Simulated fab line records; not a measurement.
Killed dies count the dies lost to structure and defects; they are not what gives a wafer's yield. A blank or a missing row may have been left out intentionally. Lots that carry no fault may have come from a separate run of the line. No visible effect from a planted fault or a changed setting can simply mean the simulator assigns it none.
One fault seen from 2 desks	flow gf180mcu	only its own numbers are on each desk; what lay behind them is given at the end

== FROM THE METROLOGY DESK ==
What the gauges read for every lot (on any tool): the sampled wafers with a number, averaged. The brackets show how far a lot's mean lies from the usual mean; more than 4 standard deviations puts the lot out of limits, marked OUT.
Columns: A = STI_OXIDATION_02_THK at GF_STI_THK_MEAS_30, usual 9.94 nm; B = NWELL_RS at GF_VT_IMPLANT_RS_MEAS_47, usual 488.0 ohm/sq; C = cdNm at GF_NSD_CD_MEAS_07, usual 400.4 nm
lot	first seen here	A	B	C
L574	day 2 12:03	9.98	488.2	397.8
L575	day 2 17:03	10.12	486.5	399.8
L576	day 2 22:13	9.91	487.7	403.0
L577	day 3 03:29	9.87	490.0	402.0
L579	day 3 12:16	9.91	489.7	400.6
L580	day 3 18:19	10.20	488.6	403.8
L581	day 4 01:23	9.98	488.5	399.6
L582	day 4 05:19	10.11	486.2	398.8
L584	day 4 18:17	10.08	488.9	403.4
L589	day 5 20:22	9.72	500.2 (+9.4) OUT	400.5
L591	day 6 05:34	9.94	498.5 (+8.1) OUT	399.9
L594	day 7 07:39	9.91	488.2	399.8
L595	day 7 07:39	10.13	486.6	400.6
This desk's result: L589, L591 out of limits, first on L589 (NWELL_RS at GF_VT_IMPLANT_RS_MEAS_47), day 12 03:14. L574, L575, L576, L577, L579, L580, L581, L582, L584, L594, L595 stayed within limits.

== THE TOOL OWNER'S DESK: implanter-04 ==
The tool's own readings at GF_NWELL_IMPLANT_09: means of the sampled wafers that have a number, for each lot that ran on this tool. The brackets show how far a lot's mean lies from the usual mean; more than 4 standard deviations puts the lot out of limits, marked OUT.
Columns: A = doseIonsCm2 at GF_NWELL_IMPLANT_09, usual 3.999e+12; B = faradayCurrentUA at GF_NWELL_IMPLANT_09, usual 22.6
lot	first seen here	A	B
L574	day 3 14:31	3.994e+12	22.5
L575	day 3 18:53	3.997e+12	22.5
L584	day 5 22:52	4.001e+12	22.4
L589	day 7 01:11	3.438e+12 (-99 or more) OUT	19.4 (-7.5) OUT
L591	day 7 11:07	3.442e+12 (-99 or more) OUT	19.9 (-6.3) OUT
This desk's verdict: out of limits on L589, L591, starting with L589 at day 7 01:11 (doseIonsCm2 at GF_NWELL_IMPLANT_09). L574, L575, L584 stayed within limits.

== BROUGHT TOGETHER ==
On L589, L591, at day 7 01:11, an alarm was possible from the tool owner's desk.
The metrology desk could have raised an alarm at day 12 03:14, on L589, L591.
Every lot named ran GF_NWELL_IMPLANT_09 on implanter-04.

== WHAT HAD BEEN PUT IN BY THE SIMULATOR ==
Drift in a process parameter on implanter-04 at GF_NWELL_IMPLANT_09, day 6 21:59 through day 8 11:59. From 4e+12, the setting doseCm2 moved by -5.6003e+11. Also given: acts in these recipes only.
Shown lots that were struck: L589, L591.
Delay (hours) between the fault's onset and each desk's first out-of-limits reading: 3 at the tool owner's desk, 125 at the metrology desk.
